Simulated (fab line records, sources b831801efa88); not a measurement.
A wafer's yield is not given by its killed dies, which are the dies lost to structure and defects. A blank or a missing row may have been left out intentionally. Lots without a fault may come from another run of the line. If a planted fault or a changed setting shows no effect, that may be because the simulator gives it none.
Which tool is to blame? || flow sky130 || 12 lots, 36 wafers sampled, at 2 steps of a route of 708

WHAT THE GAUGES READ, wafer by wafer
SKY_VIA3_OVL_MEAS_13. Usual: VIA3_OVL gives 2 nm (standard deviation 5.1).
{"lot": "L392", "measured": "day 41 01:35", "on": "overlay-02", "VIA3_OVL (nm)": "-5 -10 -4", "flag": ""}
{"lot": "L389", "measured": "day 41 02:21", "on": "overlay-02", "VIA3_OVL (nm)": "-7 -8 -4", "flag": ""}
{"lot": "L391", "measured": "day 41 03:31", "on": "overlay-01", "VIA3_OVL (nm)": "-1 -4 2", "flag": ""}
{"lot": "L393", "measured": "day 41 05:02", "on": "overlay-02", "VIA3_OVL (nm)": "10 11 13", "flag": ""}
{"lot": "L395", "measured": "day 41 11:52", "on": "overlay-02", "VIA3_OVL (nm)": "1 0 -1", "flag": ""}
{"lot": "L396", "measured": "day 41 19:51", "on": "overlay-02", "VIA3_OVL (nm)": "5 2 6", "flag": ""}
{"lot": "L399", "measured": "day 42 16:05", "on": "overlay-02", "VIA3_OVL (nm)": "14 8 -1", "flag": ""}
{"lot": "L398", "measured": "day 42 17:15", "on": "overlay-02", "VIA3_OVL (nm)": "12 4 7", "flag": ""}
{"lot": "L403", "measured": "day 44 08:38", "on": "overlay-02", "VIA3_OVL (nm)": "1 -7 -2", "flag": ""}
{"lot": "L407", "measured": "day 45 02:08", "on": "overlay-02", "VIA3_OVL (nm)": "1 -4 3", "flag": ""}
{"lot": "L408", "measured": "day 45 09:40", "on": "overlay-02", "VIA3_OVL (nm)": "-1 7 -3", "flag": ""}
{"lot": "L412", "measured": "day 46 12:04", "on": "overlay-01", "VIA3_OVL (nm)": "-1 -1 0", "flag": ""}

SKY_VIA3_RS_MEAS_22: a four-point-probe measurement. Usual: VIA3_W_RS gives 0.289 ohm/sq (standard deviation 0.0034).
{"lot": "L392", "measured": "day 41 02:31", "on": "film metro-01", "VIA3_W_RS (ohm/sq)": "0.293 0.289 0.291", "flag": ""}
{"lot": "L389", "measured": "day 41 03:21", "on": "film metro-01", "VIA3_W_RS (ohm/sq)": "0.286 0.288 0.289", "flag": ""}
{"lot": "L391", "measured": "day 41 04:27", "on": "film metro-01", "VIA3_W_RS (ohm/sq)": "0.289 0.292 0.288", "flag": ""}
{"lot": "L393", "measured": "day 41 05:57", "on": "film metro-02", "VIA3_W_RS (ohm/sq)": "0.290 0.293 0.293", "flag": ""}
{"lot": "L395", "measured": "day 41 12:47", "on": "film metro-04", "VIA3_W_RS (ohm/sq)": "0.286 0.288 0.290", "flag": ""}
{"lot": "L396", "measured": "day 41 20:52", "on": "film metro-02", "VIA3_W_RS (ohm/sq)": "0.292 0.290 0.289", "flag": ""}
{"lot": "L399", "measured": "day 42 17:07", "on": "film metro-04", "VIA3_W_RS (ohm/sq)": "0.292 0.292 0.292", "flag": ""}
{"lot": "L398", "measured": "day 42 18:17", "on": "film metro-01", "VIA3_W_RS (ohm/sq)": "0.286 0.292 0.286", "flag": ""}
{"lot": "L403", "measured": "day 44 09:35", "on": "film metro-01", "VIA3_W_RS (ohm/sq)": "0.287 0.289 0.293", "flag": ""}
{"lot": "L407", "measured": "day 45 03:03", "on": "film metro-01", "VIA3_W_RS (ohm/sq)": "0.295 0.293 0.287", "flag": ""}
{"lot": "L408", "measured": "day 45 10:35", "on": "film metro-01", "VIA3_W_RS (ohm/sq)": "0.282 0.292 0.293", "flag": ""}
{"lot": "L412", "measured": "day 46 12:59", "on": "film metro-01", "VIA3_W_RS (ohm/sq)": "0.287 0.282 0.285", "flag": ""}

WHAT TOOL EACH LOT RAN ON (gives the tool, then ch and the chambers of the sampled wafers, and finally the start)
The record holds no process step before these readings.

AS READ BY THE TOOLS THEMSELVES (means over the sampled wafers that have a number; for cases with no such wafer, the mark the record gives instead)
The record holds no such reading with a usual standard deviation.

THE ANSWER, worked out from the rows above alone
Rule: lot off if the mean of its wafers having a number is beyond 3 standard deviations from the usual mean. Also off: a lot with no number at a reading for which 4 or more lots have one. All remaining lots with rows at the step are treated as sound. After the gauges, taken in route order, come the tools' own readings; for these a lot's mean is taken, as printed above. At the first step where some lot is off, the reading lying furthest off is the one used; lots without a number count as furthest.
Nothing can be told from this: no lot is off at any reading shown.

WHAT THE SIMULATOR HAD INSERTED
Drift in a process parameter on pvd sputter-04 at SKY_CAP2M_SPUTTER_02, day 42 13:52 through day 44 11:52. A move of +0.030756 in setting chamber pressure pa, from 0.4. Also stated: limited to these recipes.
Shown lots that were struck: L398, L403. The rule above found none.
